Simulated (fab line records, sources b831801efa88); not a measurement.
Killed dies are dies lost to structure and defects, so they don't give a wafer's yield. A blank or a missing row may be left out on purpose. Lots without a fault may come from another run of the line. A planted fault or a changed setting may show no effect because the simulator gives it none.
Which tool did it? | flow gf180mcu | 12 lots, 36 wafers sampled, at 1 step of a route of 602

WHAT THE GAUGES READ, wafer by wafer
GF_STI_CD_MEAS_12: target cd 220 nm.
lot  | measured    | on        | cd_nm (nm)
L075 | day 2 05:41 | cd_sem-02 | 220.4 219.7 219.8
L077 | day 2 15:59 | cd_sem-02 | 219.1 220.5 220.4
L079 | day 3 03:00 | cd_sem-02 | 218.1 218.9 219.6
L081 | day 3 13:08 | cd_sem-01 | 219.3 219.1 220.9
L083 | day 3 23:29 | cd_sem-01 | 220.7 220.7 221.5
L085 | day 4 11:56 | cd_sem-01 | 220.1 218.7 220.0
L087 | day 4 21:55 | cd_sem-02 | 221.2 220.5 222.4
L089 | day 5 07:53 | cd_sem-01 | 219.8 220.1 218.0
L091 | day 5 17:04 | cd_sem-01 | 220.0 220.0 220.9
L093 | day 6 05:41 | cd_sem-01 | 220.2 220.1 220.0
L095 | day 6 13:47 | cd_sem-01 | 223.0 221.8 221.3
L097 | day 7 00:25 | cd_sem-01 | 221.2 220.5 220.3

WHICH TOOL RAN EACH LOT (tool, then ch and the chambers of the sampled wafers, then the start)
The record holds no process step before these readings.

THE ANSWER, worked out from the rows above alone
Rule: what is usual is taken from the lots themselves. Put in order of their means at a reading, lots are off if they are a third of the lots or fewer, leave a main group of 4 or more, and stand apart from it by a gap of 3 or more times the standard deviation of the main group's means; of several such gaps the widest counts. A main group whose means are all the same, to the digits that the tables above print for the reading, isn't used. A lot without any number at a reading at which 4 lots or more have one is off too. The other lots that the step has rows for count as sound.
No lot is off at any reading shown: from this, nothing can be told.

WHAT THE SIMULATOR HAD PUT IN
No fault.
